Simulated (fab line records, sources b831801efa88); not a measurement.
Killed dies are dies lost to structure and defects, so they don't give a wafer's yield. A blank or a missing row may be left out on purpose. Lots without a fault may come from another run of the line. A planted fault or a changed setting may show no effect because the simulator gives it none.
Problem report in the 8D (eight disciplines) form, filled by code | flow gf180mcu | the parts of the form that need people (team, actions taken, sign-off) are left out

1. THE PROBLEM
cd_nm at GF_V4_CD_MEAS_14 reads a mean of 277.8 nm on 1 wafer of 1 lot; wafers without a fault read 259.9 nm with a standard deviation of 1.3. That is +14 standard deviations from the usual mean.
The step: target cd 260 nm.
First seen on wafer L815.2, day 27 19:04, on cd_sem-01. The record holds 36 wafers of 12 lots with a number at this step. Rule for "out", or "out of limits": more than 4 standard deviations from the usual mean. The other wafers with a number count as sound.

2. WHAT IT IS AND WHAT IT IS NOT
question                    | is                | is not
which readings at this step | cd_nm             | -
which lots                  | L815              | L807, L809, L810, L811, L812, L822, L823, L824, L826, L827, L828
which wafers of those lots  | L815.2            | L815.3, L815.4
read on which gauges        | cd_sem-01         | cd_sem-02
when                        | from day 27 19:04 | up to then (17 sound wafers); but 18 sound wafers of L822, L823, L824, L826, L827, L828 came after

3. SUSPECTS, AND WHAT RULES EACH OUT
Counting: a tool at a process step up to the reading stays a suspect if it ran every lot that is out. Sound lots after the first of them don't rule it out here, since some wafers of a struck lot are sound.
- the gauge at GF_V4_CD_MEAS_14: kept. All the wafers that are out were read on cd_sem-01, and no step on other tools shows them out.
- pvd_sputter-03 at GF_M4_SPUTTER_01 (material TiN, target thk 30 nm, time 25 s): kept. It ran the lot that is out, L815 (day 26 00:18); its last sound lot up to then is L810 (day 24 07:25).
- krf_scanner-01 at GF_V4_EXPOSE_11 (exposes mask Via4, target cd 260 nm): kept. It ran the lot that is out, L815 (day 27 09:02); its last sound lot up to then is L812 (day 26 05:15).
Left after counting: pvd_sputter-03 at GF_M4_SPUTTER_01, krf_scanner-01 at GF_V4_EXPOSE_11, cd_sem-01 at GF_V4_CD_MEAS_14.

4. THE CAUSE (what the simulator had put in)
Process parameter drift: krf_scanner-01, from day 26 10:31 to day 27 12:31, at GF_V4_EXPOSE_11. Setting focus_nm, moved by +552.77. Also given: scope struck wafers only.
Counting left 3 suspects, and this tool is among them.

5. THE CHAIN OF EFFECTS, in route order
Each row: a reading whose mean over the struck wafers that have a number lies more than 3 standard deviations from the usual. Only readings for which the record gives a usual standard deviation are gone through. hours: the time from each lot's start at the first step in this table that gives one to its start at this step, as a median over the lots. sigmas: the change in usual standard deviations.
hours | step             | reading | usual    | on struck wafers | change | sigmas
0     | GF_V4_CD_MEAS_14 | cd_nm   | 259.9 nm | 277.8            | +17.9  | +14

6. WHAT WOULD HAVE CAUGHT IT SOONER
In this record the first reading out of limits at a measuring or inspecting step was taken at day 27 19:04, 33 hours after the fault began at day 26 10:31.
Of the tool readings at GF_V4_EXPOSE_11 for which the record gives a usual standard deviation, none was out on any struck wafer, so an alarm limit of 4 standard deviations on them would not have fired.
All the lots that are out (1) had begun GF_V4_EXPOSE_11 on krf_scanner-01 by day 27 19:04. A hold on the tool at that time would have spared none of them.
